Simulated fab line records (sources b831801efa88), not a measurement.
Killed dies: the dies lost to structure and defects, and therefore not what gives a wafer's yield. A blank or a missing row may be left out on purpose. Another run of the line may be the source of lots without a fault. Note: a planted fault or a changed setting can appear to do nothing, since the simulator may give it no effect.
fab line records / flow sky130
record lots=14 wafers=42 last-day=49
route steps=708 shown METAL1@437
lots that met no fault: from a run of the same line without faults
start-h: start of the lot's first displayed wafer, in hours after the record's first day / wait-h: how many hours have passed since the lot's step before this one / " as in the row above / L1.1+2: a row that stands for several wafers / - no value present, or no start provided / * or withheld: withheld / < > ~ a bound
route shown NAME@n: a module of which the file shows steps, and the number in the route of the first / usual: average and standard deviation across the fault-free wafers / same: alike in all rows / chamber/n: place in a boat / sites: each site's reading / _std_site: standard deviation of those values / _edge_site: inner sites' mean taken away from outer sites' mean / radius-mm: for every site, how far away it sits from the centre of the wafer / mask NAME#n: copy n / behind: the most recent tool/chamber to have shaped the wafer / hold: why the lot went on hold/how many hours it stayed there/how the hold came to an end / device: the n, p or np transistor that did not switch / end of line: the same wafers' tests at the end of the route / for a step that has no rows: nothing shown but its recipe / killed: the dies lost at the first sort to structure and to defects; this is not the yield of the wafer / map: dies across one wafer; x = killed, . = not, _ = none there
set.NAME: the setting that was run; set.NAME@STEP: the one run at that earlier step / model.NAME: the simulator's own value behind a step, which no gauge read
the route's steps for a sample of lots (tables are steps, rows are wafers)
services: from which hour (start-h, from the record's first day; less than 0 if before it) a tool's chamber was out of use, for how many hours, and why
## steps
# step SKY_METAL1_SPUTTER_03
# recipe material=Ti target-thk-nm=5 power-w=3000 time-s=3.3 chamber-pressure-pa=0.4
# usual cathode-dc-power-W=2999.9/0.57 chamber-pressure-pa=0.4000/0.00076 throttle-valve-pct=30.5/0.7
lot.wafer=L439.1 tool=pvd-sputter-02 chamber=- start-h=766.11 wait-h=0.0 cathode-dc-power-W=2999.8 chamber-pressure-pa=0.4009 throttle-valve-pct=32.3
lot.wafer=L439.4 tool=pvd-sputter-02 chamber=- start-h=766.11 wait-h=0.0 cathode-dc-power-W=2999.8 chamber-pressure-pa=0.3994 throttle-valve-pct=31.4
lot.wafer=L439.5 tool=pvd-sputter-02 chamber=- start-h=766.11 wait-h=0.0 cathode-dc-power-W=2999.4 chamber-pressure-pa=0.3991 throttle-valve-pct=30.6
lot.wafer=L441.2 tool=pvd-sputter-02 chamber=- start-h=788.94 wait-h=0.0 cathode-dc-power-W=2999.9 chamber-pressure-pa=0.4012 throttle-valve-pct=31.7
lot.wafer=L441.5 tool=pvd-sputter-02 chamber=- start-h=788.94 wait-h=0.0 cathode-dc-power-W=2999.7 chamber-pressure-pa=0.3996 throttle-valve-pct=29.6
lot.wafer=L441.6 tool=pvd-sputter-02 chamber=- start-h=788.94 wait-h=0.0 cathode-dc-power-W=2999.7 chamber-pressure-pa=0.4003 throttle-valve-pct=31.0
lot.wafer=L440.1 tool=pvd-sputter-02 chamber=- start-h=790.66 wait-h=0.0 cathode-dc-power-W=3000.0 chamber-pressure-pa=0.3999 throttle-valve-pct=30.1
lot.wafer=L440.4 tool=pvd-sputter-02 chamber=- start-h=790.66 wait-h=0.0 cathode-dc-power-W=2999.1 chamber-pressure-pa=0.3984 throttle-valve-pct=31.4
lot.wafer=L440.5 tool=pvd-sputter-02 chamber=- start-h=790.66 wait-h=0.0 cathode-dc-power-W=3000.1 chamber-pressure-pa=0.3985 throttle-valve-pct=31.3
lot.wafer=L443.1 tool=pvd-sputter-02 chamber=- start-h=793.50 wait-h=0.0 cathode-dc-power-W=2999.8 chamber-pressure-pa=0.4006 throttle-valve-pct=30.6
lot.wafer=L443.4 tool=pvd-sputter-02 chamber=- start-h=793.50 wait-h=0.0 cathode-dc-power-W=2999.2 chamber-pressure-pa=0.3995 throttle-valve-pct=32.0
lot.wafer=L443.5 tool=pvd-sputter-02 chamber=- start-h=793.50 wait-h=0.0 cathode-dc-power-W=2999.3 chamber-pressure-pa=0.3984 throttle-valve-pct=31.7
lot.wafer=L442.1 tool=pvd-sputter-02 chamber=- start-h=805.51 wait-h=0.0 cathode-dc-power-W=2999.7 chamber-pressure-pa=0.4010 throttle-valve-pct=29.8
lot.wafer=L442.4 tool=pvd-sputter-02 chamber=- start-h=805.51 wait-h=0.0 cathode-dc-power-W=3000.6 chamber-pressure-pa=0.4002 throttle-valve-pct=32.0
lot.wafer=L442.5 tool=pvd-sputter-02 chamber=- start-h=805.51 wait-h=0.0 cathode-dc-power-W=2999.9 chamber-pressure-pa=0.4002 throttle-valve-pct=30.5
lot.wafer=L445.1 tool=pvd-sputter-03 chamber=- start-h=819.54 wait-h=0.0 cathode-dc-power-W=3000.2 chamber-pressure-pa=0.4000 throttle-valve-pct=31.0
lot.wafer=L445.3 tool=pvd-sputter-03 chamber=- start-h=819.54 wait-h=0.0 cathode-dc-power-W=3000.7 chamber-pressure-pa=0.3998 throttle-valve-pct=30.4
lot.wafer=L445.6 tool=pvd-sputter-03 chamber=- start-h=819.54 wait-h=0.0 cathode-dc-power-W=2999.6 chamber-pressure-pa=0.3998 throttle-valve-pct=29.6
lot.wafer=L447.3 tool=pvd-sputter-04 chamber=- start-h=826.91 wait-h=0.0 cathode-dc-power-W=3000.1 chamber-pressure-pa=0.3990 throttle-valve-pct=30.4
lot.wafer=L447.5 tool=pvd-sputter-04 chamber=- start-h=826.91 wait-h=0.0 cathode-dc-power-W=3000.0 chamber-pressure-pa=0.4008 throttle-valve-pct=29.9
lot.wafer=L447.6 tool=pvd-sputter-04 chamber=- start-h=826.91 wait-h=0.0 cathode-dc-power-W=2999.7 chamber-pressure-pa=0.4005 throttle-valve-pct=30.1
lot.wafer=L446.2 tool=pvd-sputter-04 chamber=- start-h=828.97 wait-h=0.0 cathode-dc-power-W=3000.1 chamber-pressure-pa=0.3998 throttle-valve-pct=30.0
lot.wafer=L446.3 tool=pvd-sputter-04 chamber=- start-h=828.97 wait-h=0.0 cathode-dc-power-W=3000.4 chamber-pressure-pa=0.4014 throttle-valve-pct=30.2
lot.wafer=L446.4 tool=pvd-sputter-04 chamber=- start-h=828.97 wait-h=0.0 cathode-dc-power-W=2999.0 chamber-pressure-pa=0.3994 throttle-valve-pct=30.4
lot.wafer=L451.1 tool=pvd-sputter-04 chamber=- start-h=857.66 wait-h=0.0 cathode-dc-power-W=3000.0 chamber-pressure-pa=0.4011 throttle-valve-pct=30.2
lot.wafer=L451.2 tool=pvd-sputter-04 chamber=- start-h=857.66 wait-h=0.0 cathode-dc-power-W=2999.4 chamber-pressure-pa=0.3989 throttle-valve-pct=30.3
lot.wafer=L451.3 tool=pvd-sputter-04 chamber=- start-h=857.66 wait-h=0.0 cathode-dc-power-W=3000.9 chamber-pressure-pa=0.4013 throttle-valve-pct=29.9
lot.wafer=L449.3 tool=pvd-sputter-04 chamber=- start-h=858.99 wait-h=0.0 cathode-dc-power-W=3000.9 chamber-pressure-pa=0.3999 throttle-valve-pct=30.1
lot.wafer=L449.5 tool=pvd-sputter-04 chamber=- start-h=858.99 wait-h=0.0 cathode-dc-power-W=2999.3 chamber-pressure-pa=0.3995 throttle-valve-pct=29.9
lot.wafer=L449.6 tool=pvd-sputter-04 chamber=- start-h=858.99 wait-h=0.0 cathode-dc-power-W=3000.0 chamber-pressure-pa=0.4006 throttle-valve-pct=30.5
lot.wafer=L452.2 tool=pvd-sputter-04 chamber=- start-h=860.20 wait-h=0.0 cathode-dc-power-W=- chamber-pressure-pa=- throttle-valve-pct=-
lot.wafer=L452.3 tool=pvd-sputter-04 chamber=- start-h=860.20 wait-h=0.0 cathode-dc-power-W=- chamber-pressure-pa=- throttle-valve-pct=-
lot.wafer=L452.4 tool=pvd-sputter-04 chamber=- start-h=860.20 wait-h=0.0 cathode-dc-power-W=- chamber-pressure-pa=- throttle-valve-pct=-
lot.wafer=L450.1 tool=pvd-sputter-02 chamber=- start-h=863.39 wait-h=0.0 cathode-dc-power-W=- chamber-pressure-pa=- throttle-valve-pct=-
lot.wafer=L450.2 tool=pvd-sputter-02 chamber=- start-h=863.39 wait-h=0.0 cathode-dc-power-W=- chamber-pressure-pa=- throttle-valve-pct=-
lot.wafer=L450.6 tool=pvd-sputter-02 chamber=- start-h=863.39 wait-h=0.0 cathode-dc-power-W=- chamber-pressure-pa=- throttle-valve-pct=-
lot.wafer=L456.1 tool=pvd-sputter-02 chamber=- start-h=879.66 wait-h=0.0 cathode-dc-power-W=3000.2 chamber-pressure-pa=0.4007 throttle-valve-pct=30.0
lot.wafer=L456.4 tool=pvd-sputter-02 chamber=- start-h=879.66 wait-h=0.0 cathode-dc-power-W=2999.7 chamber-pressure-pa=0.3998 throttle-valve-pct=32.1
lot.wafer=L456.5 tool=pvd-sputter-02 chamber=- start-h=879.66 wait-h=0.0 cathode-dc-power-W=3000.3 chamber-pressure-pa=0.4001 throttle-valve-pct=30.5
lot.wafer=L457.1 tool=pvd-sputter-02 chamber=- start-h=881.24 wait-h=0.0 cathode-dc-power-W=3000.2 chamber-pressure-pa=0.4000 throttle-valve-pct=31.3
lot.wafer=L457.4 tool=pvd-sputter-02 chamber=- start-h=881.24 wait-h=0.0 cathode-dc-power-W=3000.2 chamber-pressure-pa=0.3984 throttle-valve-pct=32.0
lot.wafer=L457.5 tool=pvd-sputter-02 chamber=- start-h=881.24 wait-h=0.0 cathode-dc-power-W=3001.0 chamber-pressure-pa=0.3983 throttle-valve-pct=31.9
## services
tool=pvd-sputter-04 chamber=- start-h=819.20 hours=1.4 kind=repair
## key
first-sign step=SKY_METAL1_SPUTTER_03 reading=tool-record direction=missing
effect none on later readings
met-at SKY_METAL1_SPUTTER_03
struck-lots L450,L452
later-rows-left-out L450.1,L450.2,L450.6,L452.2,L452.3,L452.4
sort-left-out L450.1,L450.2,L450.6,L452.2,L452.3,L452.4
onset-between 858.99 860.20
fault kind=skipped-step-whole tool=pvd-sputter-02,pvd-sputter-04 chamber=- onset-h=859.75 steps=SKY_METAL1_SPUTTER_03 scope=struck-lots-only
# sort-left-out: the simulated sort isn't trusted on such a fault, so these wafers' sort isn't shown, and their yield isn't known
# later-rows-left-out: the simulator's readings of these wafers behind a module that went badly wrong aren't trusted and aren't shown, but for the sort
